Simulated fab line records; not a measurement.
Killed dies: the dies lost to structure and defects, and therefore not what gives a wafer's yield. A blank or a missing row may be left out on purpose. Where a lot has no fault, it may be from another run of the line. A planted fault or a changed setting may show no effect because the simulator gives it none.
Split-lot trial ; flow gf180mcu ; 5 lots, 23 wafers read, on a route of 602 steps

ON THE SPLIT
At GF_HV_LDD_CVD_56 (deposits Si3N4 from DCS/NH3, target thk 90 nm, time 1543 s), the setting time_s was moved away from the recipe's 1543 s on 15 of the 23 wafers read, by -14.8% to +14.1%. For the rest of the wafers, this setting stayed at what the recipe calls for.

The file shows no step between the split and the reading.

THE READING
oes_product_au, in a.u., at GF_HV_LDD_ETCHBACK_58 (etches Si3N4 in CH3F/O2, stops on SiO2, time 100 s, target depth 90 nm). Fault-free wafers of this fab line usually give 0.845 a.u., standard deviation 0.006 a.u.

wafer;tool, chamber at the split;time_s as run, s;against the recipe;oes_product_au, a.u.;against lot-mates on the recipe
L076.3;lpcvd-01, 0;1543;recipe;0.853;-
L076.4;lpcvd-01, 0;1543;recipe;0.843;-
L076.6;lpcvd-01, 0;1543;recipe;0.848;-
L078.1;-, -;1543;recipe;0.837;-
L078.2;-, -;1543;recipe;0.849;-
L078.4;-, -;1543;recipe;0.835;-
L078.5;-, -;1543;recipe;0.850;-
L078.6;-, -;1543;recipe;0.847;-
L079.1;-, -;1314;-14.8%;0.784;no lot-mate on the recipe
L079.2;-, -;1314;-14.8%;0.770;no lot-mate on the recipe
L079.3;-, -;1314;-14.8%;0.780;no lot-mate on the recipe
L079.4;-, -;1314;-14.8%;0.779;no lot-mate on the recipe
L079.6;-, -;1314;-14.8%;0.773;no lot-mate on the recipe
L080.1;-, -;1665;+7.9%;0.878;no lot-mate on the recipe
L080.2;-, -;1665;+7.9%;0.876;no lot-mate on the recipe
L080.4;-, -;1665;+7.9%;0.891;no lot-mate on the recipe
L080.5;-, -;1665;+7.9%;0.876;no lot-mate on the recipe
L080.6;-, -;1665;+7.9%;0.881;no lot-mate on the recipe
L083.1;-, -;1760;+14.1%;0.916;no lot-mate on the recipe
L083.2;-, -;1760;+14.1%;0.925;no lot-mate on the recipe
L083.3;-, -;1760;+14.1%;0.909;no lot-mate on the recipe
L083.5;-, -;1760;+14.1%;0.918;no lot-mate on the recipe
L083.6;-, -;1760;+14.1%;0.920;no lot-mate on the recipe

FIT RESULTS
A straight line over all 23 wafers: oes_product_au changes by +0.00478 a.u. for each +1% of time_s; r = +0.99; the points scatter about the line by 0.0065 a.u.
Too few moved wafers have a lot-mate on the recipe to fit a line with each lot's own level taken away.

FILE'S OWN FIT
oes_product_au changes by +0.00479 a.u. for each +1% of time_s, r = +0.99.
